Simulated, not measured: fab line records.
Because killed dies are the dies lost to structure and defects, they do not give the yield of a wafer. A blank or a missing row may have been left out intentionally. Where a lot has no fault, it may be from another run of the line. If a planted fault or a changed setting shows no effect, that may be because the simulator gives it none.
Matching of chambers + flow gf180mcu + pecvd-04 running GF_V2_CVD_02: 3 sister chambers
The step deposits SiO2 from TEOS, target thk 850 nm, time 94.851 s. 14 wafers are shown with their chamber, then 7 later ones without.

== WAFERS, EACH WITH ITS CHAMBER ==
| wafer  | chamber | heater power w (W) | heater power outer w (W) |
|--------|---------|--------------------|--------------------------|
| L642.2 | 1       | 685                | 421                      |
| L642.5 | 2       | 821                | 500                      |
| L642.6 | 1       | 736                | 451                      |
| L644.2 | 2       | 789                | 458                      |
| L644.5 | 0       | 652                | 390                      |
| L644.6 | 1       | 728                | 447                      |
| L645.1 | 2       | 782                | 504                      |
| L645.3 | 1       | 642                | 389                      |
| L645.6 | 0       | 664                | 382                      |
| L654.1 | 1       | 730                | 469                      |
| L654.3 | 0       | 566                | 331                      |
| L654.5 | 1       | 780                | 486                      |
| L655.1 | 1       | 720                | 428                      |
| L655.2 | 2       | 825                | 505                      |

SIGNATURES (averages over the wafers above)
| reading              | chamber 0 | chamber 1 | chamber 2 | scatter within a chamber |
|----------------------|-----------|-----------|-----------|--------------------------|
| heater power w       | 627.33    | 717.29    | 804.25    | 40.9                     |
| heater power outer w | 367.67    | 441.57    | 491.75    | 29.8                     |
Rule: for a wafer and a chamber, the distance is found by dividing, reading by reading, the gap between the wafer's reading and the chamber's mean by the reading's scatter, squaring, summing and taking the root. If the next closest chamber is less than 2 further off than the closest, the wafer can't be placed; otherwise it belongs to the closest. The scatter is the square root of a quotient: the sum, over the shown wafers, of each reading's squared deviation from its chamber's mean, divided by wafers minus chambers.

== WAFERS MISSING THEIR CHAMBER ==
| wafer  | heater power w (W) | heater power outer w (W) |
|--------|--------------------|--------------------------|
| L655.6 | 600                | 351                      |
| L661.2 | 541                | 309                      |
| L661.3 | 783                | 483                      |
| L661.4 | 626                | 352                      |
| L662.2 | 630                | 340                      |
| L662.3 | 664                | 386                      |
| L662.5 | 648                | 385                      |

== WHICH CHAMBER EACH ONE RAN IN ==
| wafer  | from the rows above     | in truth                   |
|--------|-------------------------|----------------------------|
| L655.6 | 0                       | 0                          |
| L661.2 | 0                       | 0                          |
| L661.3 | can't be placed: 2 or 1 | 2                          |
| L661.4 | 0                       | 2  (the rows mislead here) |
| L662.2 | 0                       | 0                          |
| L662.3 | can't be placed: 0 or 1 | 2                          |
| L662.5 | can't be placed: 0 or 1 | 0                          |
Correct placement for 3 of the 7. Unplaceable from these rows: 3, with the true chamber sitting among the candidates in 2. Placed wrongly: 1.
